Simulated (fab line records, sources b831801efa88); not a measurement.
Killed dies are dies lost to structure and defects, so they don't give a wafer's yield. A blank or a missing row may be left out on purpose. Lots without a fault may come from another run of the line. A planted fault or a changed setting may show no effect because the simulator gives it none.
A struck lot beside a sound one | flow sky130 | 43 steps out of a route of 708
Sound: wafers L518.1, L518.4, L518.5. Struck: wafers L531.1, L531.3. (L531.4 of the same lot was not struck and is left out.) The cause comes at the end.
At each step with rows: each side's tool, then ch and its chambers, then its first start. Under that, the readings that differ: sound wafers | struck wafers | difference of the means | sigmas: that difference in standard deviations of wafers without a fault.
alike: readings whose means differ by less than 2 such deviations, and words and numbers that are the same on both sides. not compared: withheld readings, readings that some wafer has no value for, bounds like >300 that may hide the same value, and numbers for which the record gives no deviation and whose values overlap.
The two part at a step that has a row with sigmas, a row that says differs or no value, or rows on one side only. Numbers that don't overlap but have no deviation are shown without sigmas and don't part them. A reading that every wafer of one side lacks parts them only if that side has two wafers or more.

first, 1 step without rows for these wafers: SKY_VT_ADJUST_LVTN_IMPLANT_08.
SKY_VT_ADJUST_LVTN_STRIP_09: strips in O2/N2.
  sound on plasma_asher-01 ch 0,1, day 7 23:30; struck on plasma_asher-03 ch 0,1, day 11 16:00
  alike: drypump_motor_current_A, oes_product_au, strip_time_to_endpoint_s
  not compared: rf_hours_counter_h
SKY_VT_ADJUST_LVTN_TW_MEAS_10:
  sound on film_metro-02, day 7 23:36; struck on film_metro-04, day 11 16:06
  reading           | sound             | struck      | difference | sigmas
  VT_ADJUST_LVTN_TW | 239.7 239.2 240.5 | 243.8 243.6 | +3.9       | +2
then, 7 steps without rows for these wafers: SKY_VT_ADJUST_LVTN_DEHYDRATE_11 (time 60 s); SKY_VT_ADJUST_LVTN_HMDS_12 (prime time 60 s); SKY_VT_ADJUST_LVTN_COAT_13 (resist thk 1140 nm); SKY_VT_ADJUST_LVTN_SOFTBAKE_14 (time 60 s); SKY_VT_ADJUST_LVTN_EXPOSE_15 (exposes mask HVN STD DERIVED, target cd 600 nm); SKY_VT_ADJUST_LVTN_PEB_16; SKY_VT_ADJUST_LVTN_DEVELOP_17 (develop time 60 s).
SKY_VT_ADJUST_LVTN_OVL_MEAS_18:
  sound on overlay-02, day 8 19:33; struck on overlay-02, day 12 15:28
  reading                    | sound       | struck    | difference | sigmas
  VT_ADJUST_LVTN_01_OVL (nm) | 0.3 0.0 0.2 | -3.0 -3.4 | -3.4       | -2
then, 1 step without rows for these wafers: SKY_VT_ADJUST_LVTN_IMPLANT_19.
SKY_VT_ADJUST_LVTN_STRIP_20: strips in O2/N2.
  sound on plasma_asher-02 ch 0,1, day 8 19:44; struck on plasma_asher-01 ch 0, day 12 15:39
  alike: drypump_motor_current_A, oes_product_au, strip_time_to_endpoint_s
  not compared: rf_hours_counter_h
SKY_VT_ADJUST_LVTN_TW_MEAS_21:
  sound on film_metro-02, day 8 19:50; struck on film_metro-04, day 12 15:45
  reading             | sound             | struck      | difference | sigmas
  VT_ADJUST_LVTN_2_TW | 185.6 186.9 186.6 | 189.7 189.9 | +3.4       | +3
then, 7 steps without rows for these wafers: SKY_VT_ADJUST_NCORE_DEHYDRATE_00 (time 60 s); SKY_VT_ADJUST_NCORE_HMDS_01 (prime time 60 s); SKY_VT_ADJUST_NCORE_COAT_02 (resist thk 1140 nm); SKY_VT_ADJUST_NCORE_SOFTBAKE_03 (time 58.28 s); SKY_VT_ADJUST_NCORE_EXPOSE_04 (exposes mask LVTN COMPLEMENT THIN, target cd 380 nm); SKY_VT_ADJUST_NCORE_PEB_05; SKY_VT_ADJUST_NCORE_DEVELOP_06 (develop time 60 s).
SKY_VT_ADJUST_NCORE_CD_MEAS_07: target cd 380 nm.
  sound on cd_sem-01, day 9 17:34; struck on cd_sem-02, day 13 16:22
  alike: cd_nm
SKY_VT_ADJUST_NCORE_OVL_MEAS_08:
  sound on overlay-01, day 9 17:41; struck on overlay-02, day 13 16:29
  alike: VT_ADJUST_NCORE_OVL
then, 1 step without rows for these wafers: SKY_VT_ADJUST_NCORE_IMPLANT_09.
SKY_VT_ADJUST_NCORE_STRIP_10: strips in O2/N2.
  sound on plasma_asher-03 ch 0,1, day 9 17:52; struck on plasma_asher-04 ch 0, day 13 16:40
  alike: drypump_motor_current_A, oes_product_au, strip_time_to_endpoint_s
  not compared: rf_hours_counter_h
SKY_VT_ADJUST_NCORE_TW_MEAS_11:
  sound on film_metro-03, day 9 17:58; struck on film_metro-04, day 13 16:46
  alike: VT_ADJUST_NCORE_TW
then, 7 steps without rows for these wafers: SKY_VT_ADJUST_HVTR_DEHYDRATE_00 (time 60 s); SKY_VT_ADJUST_HVTR_HMDS_01 (prime time 60 s); SKY_VT_ADJUST_HVTR_COAT_02 (resist thk 1140 nm); SKY_VT_ADJUST_HVTR_SOFTBAKE_03 (time 60 s); SKY_VT_ADJUST_HVTR_EXPOSE_04 (exposes mask HVTRM, target cd 380 nm); SKY_VT_ADJUST_HVTR_PEB_05; SKY_VT_ADJUST_HVTR_DEVELOP_06 (develop time 60 s).
SKY_VT_ADJUST_HVTR_CD_MEAS_07: target cd 380 nm.
  sound on cd_sem-01, day 10 16:13; struck on cd_sem-02, day 14 19:19
  alike: cd_nm
SKY_VT_ADJUST_HVTR_OVL_MEAS_08:
  sound on overlay-01, day 10 16:20; struck on overlay-01, day 14 19:26
  alike: VT_ADJUST_HVTR_OVL
then, 1 step without rows for these wafers: SKY_VT_ADJUST_HVTR_IMPLANT_09.
SKY_VT_ADJUST_HVTR_STRIP_10: strips in O2/N2.
  sound on plasma_asher-03 ch 0,1, day 10 16:31; struck on plasma_asher-03 ch 0,1, day 14 19:37
  alike: drypump_motor_current_A, oes_product_au, strip_time_to_endpoint_s
  not compared: rf_hours_counter_h
SKY_VT_ADJUST_HVTR_TW_MEAS_11:
  sound on film_metro-03, day 10 16:37; struck on film_metro-01, day 14 19:43
  alike: VT_ADJUST_HVTR_TW
then, 4 steps without rows for these wafers: SKY_VT_ADJUST_PCH_DEHYDRATE_00 (time 60 s); SKY_VT_ADJUST_PCH_HMDS_01 (prime time 60 s); SKY_VT_ADJUST_PCH_COAT_02 (resist thk 3000 nm); SKY_VT_ADJUST_PCH_SOFTBAKE_03.
-- the record jumps here: 35 days lie between the struck wafers' starts before and after (it left off in module VT_ADJUST_PCH and takes up again in module PAD_OPEN, whose first step shown is number 708 of the route) --
SKY_PAD_OPEN_PROBE_99:
  the record has rows for the struck wafers here (prober-01, day 50 07:31) and none for the sound ones

WHERE THEY PART
First at SKY_VT_ADJUST_LVTN_TW_MEAS_10; last, within this record, at SKY_PAD_OPEN_PROBE_99.

WHY: what the simulator had put in
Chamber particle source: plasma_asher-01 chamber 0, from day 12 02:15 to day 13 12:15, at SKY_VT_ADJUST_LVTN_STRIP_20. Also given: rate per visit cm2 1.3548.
